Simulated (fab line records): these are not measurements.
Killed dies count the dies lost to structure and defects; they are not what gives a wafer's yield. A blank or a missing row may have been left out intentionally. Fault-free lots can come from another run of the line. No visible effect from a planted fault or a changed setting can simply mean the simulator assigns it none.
A lot that was struck, set against a sound lot    flow gf180mcu    15 out of 602 route steps
Sound: the wafers L587.1, L587.3, L587.5. Struck: wafer L591.6. The cause is named last.
Each step with rows lists, per side, the tool, then ch with its chambers, then its first start. Under that, the readings that differ: sound wafers    struck wafers    difference of the means    sigmas: that difference in standard deviations of wafers without a fault.
alike: a reading whose means differ by less than 2 such deviations, as well as words and numbers matching on both sides. not compared: withheld readings; readings where some wafer has no value; bounds like >300 that might hide an equal value; numbers whose values overlap and for which the record gives no deviation.
Wherever a step has rows on one side only, a row that says differs or no value, or a row with sigmas, the two part there. When numbers do not overlap yet have no deviation, they are printed without sigmas and do not part them. Lack of a reading on every wafer of one side parts them only where that side has two or more wafers.

GF_SAB_CVD_00: deposits SiO2 from TEOS, target thk 50 nm, time 4.9302 s.
  sound on pecvd-02 ch 1,2, day 16 04:53; struck on pecvd-02 ch 2, day 18 02:08
  alike: heaterPowerW
  not compared: sinceWetCleanH
GF_SAB_THK_MEAS_01:
  struck on filmMetro-01, day 18 02:11; sound on filmMetro-02, day 16 04:54
reading              sound           struck  difference  sigmas
SAB_CVD_00_THK (nm)  49.3 48.8 49.0  50.5    +1.5        +2
then, 7 steps without rows for these wafers: GF_SAB_DEHYDRATE_02 (time 60 s); GF_SAB_HMDS_03 (prime time 60 s); GF_SAB_COAT_04 (resist thk 1000 nm); GF_SAB_SOFTBAKE_05 (time 60 s); GF_SAB_EXPOSE_06 (exposes mask SAB, target cd 420 nm); GF_SAB_PEB_07; GF_SAB_DEVELOP_08 (develop time 60 s).
GF_SAB_CD_MEAS_09: target cd 420 nm.
  struck on cdSem-02, day 19 01:03; sound on cdSem-02, day 17 02:48
  alike: cdNm
GF_SAB_OVL_MEAS_10:
  struck on overlay-02, day 19 01:06; sound on overlay-02, day 17 02:55
  alike: SAB_OVL
GF_SAB_ETCH_11: etches SiO2 in C4F8/O2/Ar, target depth 55 nm, time 8.5 s.
  sound on rieDiel-03 ch 1,3, day 17 02:58; struck on rieDiel-03 ch 0, day 19 01:07
  alike: oesProductAu
  not compared: rfHoursCounterH
GF_SAB_WET_ETCH_12: etches SiO2 in dHF, target depth 22 nm, time 440 s.
  sound on wetBench-03 ch 1, day 17 02:59; struck on wetBench-03 ch 3, day 19 01:07
reading    sound              struck  difference  sigmas
tempC (C)  24.90 25.14 25.02  25.48   +0.46       +5
GF_SAB_STRIP_13: strips in O2/N2.
  sound on plasmaAsher-04 ch 0,1, day 17 03:07; struck on plasmaAsher-02 ch 1, day 19 01:20
  alike: drypumpMotorCurrentA, heaterPowerW, oesProductAu, stripTimeToEndpointS
  not compared: rfHoursCounterH
GF_PASSIVATION_PROBE_99:
  the record has rows for the sound wafers here (prober-01, day 30 16:37) and none for the struck ones

WHERE THEY PART
At GF_SAB_THK_MEAS_01 first; at GF_PASSIVATION_PROBE_99 last (within this record only).

WHY: what the simulator had put in
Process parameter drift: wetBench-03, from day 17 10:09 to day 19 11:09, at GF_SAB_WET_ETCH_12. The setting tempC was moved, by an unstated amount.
